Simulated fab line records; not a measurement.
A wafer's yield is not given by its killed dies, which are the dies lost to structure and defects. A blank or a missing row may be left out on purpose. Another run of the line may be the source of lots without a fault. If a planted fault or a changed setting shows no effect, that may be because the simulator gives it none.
Struck lot and sound lot, side by side -- flow sky130 -- 15 steps out of a route of 708
Sound: these wafers, L706.2, L706.5, L706.6. Wafers struck: L719.1, L719.3, L719.4. At the end, the cause is stated.
Order at every step that has rows: each side's tool, ch and its chambers, its first start. Under that, the readings that differ: sound wafers -- struck wafers -- difference of the means -- sigmas: that difference in standard deviations of wafers without a fault.
alike: readings with means less than 2 such deviations apart, plus words and numbers identical on both sides. not compared: withheld readings, readings lacking a value on some wafer, bounds such as >300 that could conceal the same value, and numbers that have no deviation in the record and whose values overlap.
Wherever a step has rows on one side only, a row that says differs or no value, or a row with sigmas, the two part there. Numbers that don't overlap but have no deviation are shown without sigmas and don't part them. Lack of a reading on every wafer of one side parts them only where that side has two or more wafers.

SKY_PWDE_STRIP_09: strips in O2/N2.
  sound on plasma asher-01 ch 0,1, day 5 04:41; struck on plasma asher-01 ch 0,1, day 8 08:11
  alike: drypump motor current A, o2 flow sccm, oes product au, strip time to endpoint s
  not compared: rf hours counter h
SKY_PWDE_TW_MEAS_10:
  struck on film metro-01, day 8 08:17; sound on film metro-01, day 5 04:47
  alike: PWDE_TW
then, 7 steps without rows for these wafers: SKY_NWELL_DEHYDRATE_03 (time 60 s); SKY_NWELL_HMDS_04 (prime time 60 s); SKY_NWELL_COAT_05 (resist thk 3000 nm); SKY_NWELL_SOFTBAKE_06; SKY_NWELL_EXPOSE_07 (exposes mask NWM, target cd 840 nm); SKY_NWELL_PEB_08; SKY_NWELL_DEVELOP_09 (develop time 60 s).
SKY_NWELL_OVL_MEAS_10:
  struck on overlay-01, day 9 02:50; sound on overlay-01, day 5 23:00
  alike: NWELL_00_OVL
then, 2 steps without rows for these wafers: SKY_NWELL_IMPLANT_11; SKY_NWELL_IMPLANT_12.
SKY_NWELL_IMPLANT_13:
  sound on implanter-02 ch 0, day 5 23:21; struck on implanter-02 ch 0, day 9 03:10
reading,sound,struck,difference,sigmas
beam energy keV,49.988 49.996 50.004,49.168 49.195 49.183,-0.814,-51
model.implant.drp nm (nm),25.55 25.55 25.55,25.2 25.2 25.2,-0.4,
SKY_NWELL_STRIP_14: strips in O2/N2.
  sound on plasma asher-03 ch 0,1, day 5 23:29; struck on plasma asher-03 ch 0,1, day 9 03:19
  alike: drypump motor current A, o2 flow sccm, oes product au, strip time to endpoint s
  not compared: rf hours counter h
-- the record jumps here: 41 days lie between the struck wafers' starts before and after (it left off in module NWELL and takes up again in module PAD_OPEN, whose first step shown is number 708 of the route) --
SKY_PAD_OPEN_PROBE_99:
  struck on prober-02, day 50 05:48; sound on prober-02, day 47 05:01
  alike: killed_at_M0_to_M3, killed_at_M4_up, killed at contacts, killed at front end, killed at other, killed dies, killed open, killed short

== WHERE THEY PART ==
SKY_NWELL_IMPLANT_13 only, going by this record. Later steps at which nothing parts them and some readings are alike: SKY_NWELL_STRIP_14, SKY_PAD_OPEN_PROBE_99.

WHY: the cause the simulator had injected
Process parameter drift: implanter-02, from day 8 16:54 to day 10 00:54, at SKY_NWELL_IMPLANT_13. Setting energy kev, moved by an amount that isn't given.
